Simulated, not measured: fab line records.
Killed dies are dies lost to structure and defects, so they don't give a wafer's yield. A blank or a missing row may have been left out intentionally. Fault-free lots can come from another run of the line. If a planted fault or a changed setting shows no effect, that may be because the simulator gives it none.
Split-lot study ; flow sky130 ; route with 708 steps; 5 lots, 23 wafers read

== ABOUT THE SPLIT ==
At SKY_VIA2_COAT_07 (resist thk 450 nm), the setting resist thk nm was moved away from the recipe's 450 nm on 10 of the 23 wafers read, by -2.4% to +4.9%. For the rest of the wafers, this setting stayed at what the recipe calls for.

== FROM THE SPLIT TO THE READING: what the file shows between them, 4 steps ==
- SKY_VIA2_SOFTBAKE_08: time 90 s (also split here: temp c)
- SKY_VIA2_EXPOSE_09: exposes mask VIM2, target cd 200 nm
- SKY_VIA2_PEB_10
- SKY_VIA2_ETCH_14: etches BARC in N2/H2, stops on SiO2, time 45.9 s, target depth 60 nm

== THE READING ==
KrF-thick_of_VIA2_COAT_07.thk nm (the simulator's own value, which no gauge read), in nm, at SKY_VIA2_ETCH_15 (etches SiO2 in C4F8/O2/Ar, stops on TiN, target depth 546 nm, time 84 s). There is no usual value for it anywhere in the file. Average 281.5 nm, standard deviation 1.8 nm, over the 13 wafers here run with the recipe.

wafer;tool, chamber at the split;resist thk nm as run, nm;against the recipe;KrF-thick_of_VIA2_COAT_07.thk nm, nm;against lot-mates on the recipe
L074.1;litho track-03, 0;460.9;+2.4%;294.2;+11.7
L074.2;litho track-03, 0;450;recipe;279.1;-
L074.3;litho track-03, 0;460.9;+2.4%;293;+10.5
L074.5;litho track-03, 0;450;recipe;285.4;-
L074.6;litho track-03, 0;450;recipe;282.9;-
L079.2;litho track-04, 0;450;recipe;279.9;-
L079.4;litho track-04, 0;450;recipe;279.7;-
L079.5;litho track-04, 0;450;recipe;280.9;-
L082.1;litho track-01, 0;450;recipe;282.3;-
L082.2;litho track-01, 0;450;recipe;281.3;-
L082.3;litho track-01, 0;472;+4.9%;305.7;+23.9
L082.4;litho track-01, 0;472;+4.9%;305.9;+24.1
L082.6;litho track-01, 0;472;+4.9%;304;+22.2
L081.1;litho track-03, 0;457.5;+1.7%;289.4;+6.8
L081.2;litho track-03, 0;450;recipe;281.5;-
L081.3;litho track-03, 0;450;recipe;284.8;-
L081.4;litho track-03, 0;450;recipe;281.6;-
L081.6;litho track-03, 0;457.5;+1.7%;292.6;+10.0
L084.1;litho track-03, 0;450;recipe;280.2;-
L084.2;litho track-03, 0;439.1;-2.4%;265.3;-15.1
L084.3;litho track-03, 0;439.1;-2.4%;269.3;-11.1
L084.4;litho track-03, 0;450;recipe;280.5;-
L084.6;litho track-03, 0;439.1;-2.4%;268.8;-11.6

FIT RESULTS
A straight line over all 23 wafers: KrF-thick_of_VIA2_COAT_07.thk nm changes by +5.08 nm for each +1% of resist thk nm; r = +0.99; the points scatter about the line by 1.8 nm.
The same after taking each lot's own level away (the mean of its wafers on the recipe; 23 wafers): +4.87 nm for each +1%; r = +0.99; scatter 1.5 nm.
That fit puts the effect of the largest move of resist thk nm on the reading at 24 nm.
The lots' own levels span 280.17 to 282.63 nm, that is 1.4 times the standard deviation above.
The two slopes are in agreement: the lot-to-lot level therefore moves the slope only a little.
Check: with one of the wafers moved furthest among these (+4.9%) left out of the fit, the line predicts +23.5 nm for it against its lot-mates. It came out at +23.9 nm against them.

== FURTHER SPLITS ON THESE WAFERS ==
Note: prior to the reading, these wafers also went through further splits. Each is held against what the fit with the lots' levels taken away leaves over:
other split on the same wafers;wafers away from the commonest value;r with KrF-thick_of_VIA2_COAT_07.thk nm (lot level and that fit taken away)
SKY_METAL2_COAT_09 resist thk nm;9;+0.46
SKY_VIA2_SOFTBAKE_08 temp c;3;-0.24

== THE WHOLE CHAIN: every reading that the file lists as answering this split, in the file's order ==
step;what it does;reading;change (the file's fit);r (the file's)
SKY_VIA2_COAT_07;resist thk 450 nm;KrF-thick_of_VIA2_COAT_07.thk nm (the simulator's own value, which no gauge read);+4.52 nm for each +1% of the setting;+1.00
SKY_VIA2_ETCH_14;etches BARC in N2/H2, stops on SiO2, time 45.9 s, target depth 60 nm;KrF-thick_of_VIA2_COAT_07.thk nm (the simulator's own value, which no gauge read);+4.59 nm for each +1% of the setting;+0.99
SKY_VIA2_ETCH_15;etches SiO2 in C4F8/O2/Ar, stops on TiN, target depth 546 nm, time 84 s;KrF-thick_of_VIA2_COAT_07.thk nm (the simulator's own value, which no gauge read);+4.84 nm for each +1% of the setting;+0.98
SKY_VIA2_STRIP_16;strips in O2/N2;strip time to endpoint s;withheld for each +1% of the setting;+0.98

== FILE'S OWN FIT ==
KrF-thick_of_VIA2_COAT_07.thk nm changes by +4.84 nm for each +1% of resist thk nm, r = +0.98.
